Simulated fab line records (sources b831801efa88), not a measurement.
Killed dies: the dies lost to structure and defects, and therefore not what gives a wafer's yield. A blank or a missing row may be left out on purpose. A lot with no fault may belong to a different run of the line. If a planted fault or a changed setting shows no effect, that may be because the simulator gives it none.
fab line records    flow sky130
record lots=14  wafers=42  last-day=50
route steps=708 shown VT_ADJUST_PCH@147 METAL2@484 VIA2@530 METAL3@534
lots with no fault: from the same line, run without faults
start-h: hours from the record's opening day to when the first of the lot's shown wafers began    wait-h: time in hours since the lot's previous step    " the same as in the row above    L1.1+2: several wafers, shown together as one row    - no value, or no start given    * or withheld: withheld    < > ~ a bound
route shown NAME@n: names a module that has steps shown in the file, with the first one's number in the route    usual: the fault-free wafers' mean and standard deviation    same: alike in all rows    chamber/n: place in a boat    sites: readings site by site    _std_site: standard deviation across them    _edge_site: inner sites' mean taken away from outer sites' mean    radius-mm: how far each site lies from the wafer's centre    mask NAME#n: copy n    behind: the last tool/chamber to shape the wafer    hold: what put the lot on hold/how long, in hours/how the hold closed    device: transistor that didn't switch, given as n, p or np    end of line: the same wafers' tests at the end of the route    where a step has no rows: the recipe by itself    killed: the dies lost at the first sort to structure and to defects; this is not the yield of the wafer    map: a wafer's dies, marking killed ones x, the rest . and places with no die _
set.NAME: setting as actually run; set.NAME@STEP: the setting as run at that earlier step    model.NAME: the simulator's own value behind a step, which no gauge read
the route's steps for a sample of lots (tables are steps, rows are wafers)
services: from which hour (start-h, from the record's first day; less than 0 if before it) a tool's chamber was out of use, for how many hours, and why
## steps
# step SKY_VT_ADJUST_PCH_EXPOSE_04
# recipe mask-id=NWM  na=0.6  source-shape=conventional  sigma-outer=0.6  polarization=unpolarized  target-cd-nm=840  dose-mj=255
# usual exposure-dose-mJ-cm2=255.00/0.23  focus-offset-nm=0.0/0.45
lot.wafer  tool              chamber  start-h  wait-h  mask   exposure-dose-mJ-cm2  focus-offset-nm
L478.1     iline-stepper-01  0        221.28   -       NWM#0  255.03                0.4
L478.3     "                 0        "        "       NWM#0  254.86                -0.8
L478.6     "                 0        "        "       NWM#0  254.98                -0.2
L481.1     iline-stepper-01  0        236.44   -       NWM#0  254.96                -0.5
L481.4     "                 0        "        "       NWM#0  254.64                0.8
L481.5     "                 0        "        "       NWM#0  254.96                0.0
L482.3     iline-stepper-02  0        246.90   -       NWM#0  255.25                -0.6
L482.5     "                 0        "        "       NWM#0  255.18                0.2
L482.6     "                 0        "        "       NWM#0  255.04                0.2
L483.4     iline-stepper-01  0        250.45   -       NWM#0  254.83                -0.5
L483.5     "                 0        "        "       NWM#0  255.23                -0.2
L483.6     "                 0        "        "       NWM#0  255.10                -0.2
L484.1     iline-stepper-02  0        258.58   -       NWM#0  254.78                -0.6
L484.3     "                 0        "        "       NWM#0  254.78                -0.1
L484.4     "                 0        "        "       NWM#0  254.93                0.1
L485.1     iline-stepper-01  0        265.93   -       NWM#0  254.92                -0.5
L485.2     "                 0        "        "       NWM#0  254.48                0.4
L485.3     "                 0        "        "       NWM#0  254.62                -0.2
L486.2     iline-stepper-01  0        274.63   -       NWM#0  254.85                0.3
L486.5     "                 0        "        "       NWM#0  254.91                0.2
L486.6     "                 0        "        "       NWM#0  254.79                0.7
L487.1     iline-stepper-01  0        283.71   -       NWM#0  255.44                -0.2
L487.2     "                 0        "        "       NWM#0  255.26                -0.5
L487.6     "                 0        "        "       NWM#0  254.80                -0.1
L490.3     iline-stepper-01  -        302.40   -       NWM#0  -                     -
L490.4     "                 -        "        "       NWM#0  -                     -
L490.5     "                 -        "        "       NWM#0  -                     -
L491.2     iline-stepper-01  -        312.58   -       NWM#0  -                     -
L491.4     "                 -        "        "       NWM#0  -                     -
L491.6     "                 -        "        "       NWM#0  -                     -
L497.3     iline-stepper-02  0        363.43   -       NWM#0  254.53                0.0
L497.5     "                 0        "        "       NWM#0  254.70                -0.7
L497.6     "                 0        "        "       NWM#0  254.88                -0.6
L498.3     iline-stepper-02  0        370.65   -       NWM#0  254.93                -0.7
L498.4     "                 0        "        "       NWM#0  255.09                -0.1
L498.6     "                 0        "        "       NWM#0  254.61                -0.1
L500.1     iline-stepper-01  0        380.23   -       NWM#0  254.66                -0.8
L500.4     "                 0        "        "       NWM#0  254.83                -0.3
L500.6     "                 0        "        "       NWM#0  255.00                -0.7
L501.3     iline-stepper-01  0        418.25   -       NWM#0  255.20                0.6
L501.5     "                 0        "        "       NWM#0  255.51                0.7
L501.6     "                 0        "        "       NWM#0  254.77                0.4
# step SKY_METAL2_SPUTTER_01
# recipe material=TiN  target-thk-nm=20  power-w=6719  time-s=16.7  chamber-pressure-pa=0.4
# usual throttle-valve-pct=29.5/0.99
lot.wafer  tool            chamber  start-h  wait-h  throttle-valve-pct
L478.1     pvd-sputter-02  -        808.03   0.0     28.7
L478.3     "               -        "        "       29.3
L478.6     "               -        "        "       29.4
L481.1     pvd-sputter-03  -        813.06   0.0     29.2
L481.4     "               -        "        "       30.5
L481.5     "               -        "        "       29.0
L482.3     pvd-sputter-04  -        824.22   0.0     29.7
L482.5     "               -        "        "       28.6
L482.6     "               -        "        "       30.8
L483.4     pvd-sputter-04  -        831.08   0.0     28.5
L483.5     "               -        "        "       31.8
L483.6     "               -        "        "       28.6
L484.1     pvd-sputter-02  -        837.49   0.0     29.5
L484.3     "               -        "        "       29.6
L484.4     "               -        "        "       28.4
L485.1     pvd-sputter-02  -        847.19   0.0     28.8
L485.2     "               -        "        "       29.5
L485.3     "               -        "        "       29.7
L486.2     pvd-sputter-02  -        857.17   0.0     28.8
L486.5     "               -        "        "       28.6
L486.6     "               -        "        "       30.0
L487.1     pvd-sputter-02  -        862.48   0.0     29.7
L487.2     "               -        "        "       28.6
L487.6     "               -        "        "       29.9
L490.3     pvd-sputter-03  -        882.03   0.0     28.0
L490.4     "               -        "        "       29.3
L490.5     "               -        "        "       29.1
L491.2     pvd-sputter-02  -        896.53   0.0     28.7
L491.4     "               -        "        "       29.3
L491.6     "               -        "        "       28.4
L497.3     pvd-sputter-02  -        940.67   0.0     28.6
L497.5     "               -        "        "       28.9
L497.6     "               -        "        "       29.2
L498.3     pvd-sputter-03  -        947.76   0.0     29.2
L498.4     "               -        "        "       30.8
L498.6     "               -        "        "       28.0
L500.1     pvd-sputter-04  -        963.31   0.0     28.6
L500.4     "               -        "        "       30.4
L500.6     "               -        "        "       28.4
L501.3     pvd-sputter-03  -        978.42   0.0     29.1
L501.5     "               -        "        "       30.5
L501.6     "               -        "        "       29.3
# step SKY_VIA2_THK_MEAS_23
# recipe thk-meas-gauge=xrf  reads=W_of_VIA2_CVD_21
# usual VIA2_W_THK=430/7.1
lot.wafer  tool           chamber  start-h  wait-h  VIA2_W_THK[nm]
L478.1     film-metro-02  -        862.24   0.1     437
L478.3     "              -        "        "       434
L478.6     "              -        "        "       442
L481.1     film-metro-03  -        867.08   0.1     426
L481.4     "              -        "        "       427
L481.5     "              -        "        "       425
L482.3     film-metro-03  -        878.72   0.1     422
L482.5     "              -        "        "       423
L482.6     "              -        "        "       422
L483.4     film-metro-04  -        885.73   0.1     434
L483.5     "              -        "        "       438
L483.6     "              -        "        "       428
L484.1     film-metro-02  -        892.39   0.1     436
L484.3     "              -        "        "       422
L484.4     "              -        "        "       431
L485.1     film-metro-04  -        901.10   0.1     434
L485.2     "              -        "        "       442
L485.3     "              -        "        "       435
L486.2     film-metro-04  -        910.31   0.1     436
L486.5     "              -        "        "       440
L486.6     "              -        "        "       435
L487.1     film-metro-02  -        916.50   0.1     431
L487.2     "              -        "        "       430
L487.6     "              -        "        "       431
L490.3     film-metro-04  -        934.97   0.1     441
L490.4     "              -        "        "       446
L490.5     "              -        "        "       446
L491.2     film-metro-04  -        947.26   0.1     438
L491.4     "              -        "        "       436
L491.6     "              -        "        "       445
L497.3     film-metro-04  -        990.41   0.1     443
L497.5     "              -        "        "       435
L497.6     "              -        "        "       430
L498.3     film-metro-03  -        997.61   0.1     417
L498.4     "              -        "        "       428
L498.6     "              -        "        "       416
L500.1     film-metro-04  -        1013.44  0.1     437
L500.4     "              -        "        "       436
L500.6     "              -        "        "       434
L501.3     film-metro-04  -        1028.07  0.1     435
L501.5     "              -        "        "       437
L501.6     "              -        "        "       432
# step SKY_METAL3_SPUTTER_02
# recipe material=AlCu  target-thk-nm=735  power-w=10600  time-s=39.1  chamber-pressure-pa=0.4
# usual throttle-valve-pct=29.7/0.68
lot.wafer  tool            chamber  start-h  wait-h  throttle-valve-pct
L478.1     pvd-sputter-04  -        862.64   0.0     29.8
L478.3     "               -        "        "       28.6
L478.6     "               -        "        "       28.4
L481.1     pvd-sputter-04  -        867.49   0.0     31.7
L481.4     "               -        "        "       28.6
L481.5     "               -        "        "       31.5
L482.3     pvd-sputter-01  -        879.10   0.0     29.6
L482.5     "               -        "        "       29.6
L482.6     "               -        "        "       29.7
L483.4     pvd-sputter-02  -        886.11   0.0     28.7
L483.5     "               -        "        "       29.5
L483.6     "               -        "        "       29.5
L484.1     pvd-sputter-02  -        892.80   0.0     28.6
L484.3     "               -        "        "       29.9
L484.4     "               -        "        "       29.6
L485.1     pvd-sputter-02  -        901.51   0.0     29.7
L485.2     "               -        "        "       29.4
L485.3     "               -        "        "       30.3
L486.2     pvd-sputter-02  -        910.71   0.0     29.3
L486.5     "               -        "        "       29.6
L486.6     "               -        "        "       29.4
L487.1     pvd-sputter-01  -        916.91   0.0     29.8
L487.2     "               -        "        "       29.4
L487.6     "               -        "        "       29.6
L490.3     pvd-sputter-04  -        935.36   0.0     31.4
L490.4     "               -        "        "       28.6
L490.5     "               -        "        "       29.7
L491.2     pvd-sputter-01  -        947.66   0.0     29.5
L491.4     "               -        "        "       30.0
L491.6     "               -        "        "       29.8
L497.3     pvd-sputter-01  -        990.80   0.0     29.8
L497.5     "               -        "        "       29.6
L497.6     "               -        "        "       29.5
L498.3     pvd-sputter-01  -        998.00   0.0     29.7
L498.4     "               -        "        "       29.9
L498.6     "               -        "        "       29.4
L500.1     pvd-sputter-02  -        1013.85  0.0     28.5
L500.4     "               -        "        "       29.1
L500.6     "               -        "        "       29.7
L501.3     pvd-sputter-01  -        1028.46  0.0     29.6
L501.5     "               -        "        "       29.4
L501.6     "               -        "        "       29.7
## services
tool              chamber  start-h  hours  kind
iline-stepper-01  -        200.28   1.7    pm
pvd-sputter-02    -        203.83   13.8   repair
pvd-sputter-04    -        242.30   4.2    repair
pvd-sputter-02    -        287.60   0.7    repair
iline-stepper-01  -        297.25   4.4    pm
pvd-sputter-01    -        333.91   2.5    repair
pvd-sputter-02    -        373.73   3.7    repair
pvd-sputter-01    -        410.48   1.1    repair
iline-stepper-01  -        412.02   2.1    pm
iline-stepper-01  -        418.46   1.7    pm
iline-stepper-01  -        425.44   0.8    pm
pvd-sputter-01    -        473.43   11.2   repair
pvd-sputter-02    -        486.36   1.2    repair
pvd-sputter-01    -        504.24   1.0    repair
pvd-sputter-01    -        530.36   3.9    repair
iline-stepper-01  -        538.37   10.0   repair
pvd-sputter-04    -        548.90   4.6    repair
pvd-sputter-04    -        611.12   3.5    repair
iline-stepper-01  -        626.76   3.9    repair
pvd-sputter-04    -        629.63   1.0    repair
pvd-sputter-02    -        689.40   2.7    repair
iline-stepper-01  -        854.82   1.7    pm
iline-stepper-01  -        1009.29  5.2    repair
pvd-sputter-02    -        1025.53  7.7    repair
## key
first-sign step=SKY_VT_ADJUST_PCH_EXPOSE_04  reading=tool-record  direction=missing
effect none on later readings
met-at SKY_VT_ADJUST_PCH_EXPOSE_04
struck-lots L490,L491
sort-left-out L490.3,L490.4,L490.5,L491.2,L491.4,L491.6
tester-left-out L490,L491
not-acting-at SKY_METAL2_SPUTTER_01,SKY_VIA2_THK_MEAS_23,SKY_METAL3_SPUTTER_02
onset-between 283.71 302.40
fault kind=skipped-step-whole  tool=iline-stepper-01  chamber=-  onset-h=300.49  steps=SKY_VT_ADJUST_PCH_EXPOSE_04  scope=struck-lots-only
# tester-left-out: of these lots the tester's yield and bins aren't shown, on N5 and GAA mostly nor the transistor test; their killed dies are dies lost to structure and defects alone, not to doping, threshold or leakage, so they don't give the yield
# sort-left-out: the simulated sort isn't trusted on such a fault, so these wafers' sort isn't shown, and their yield isn't known
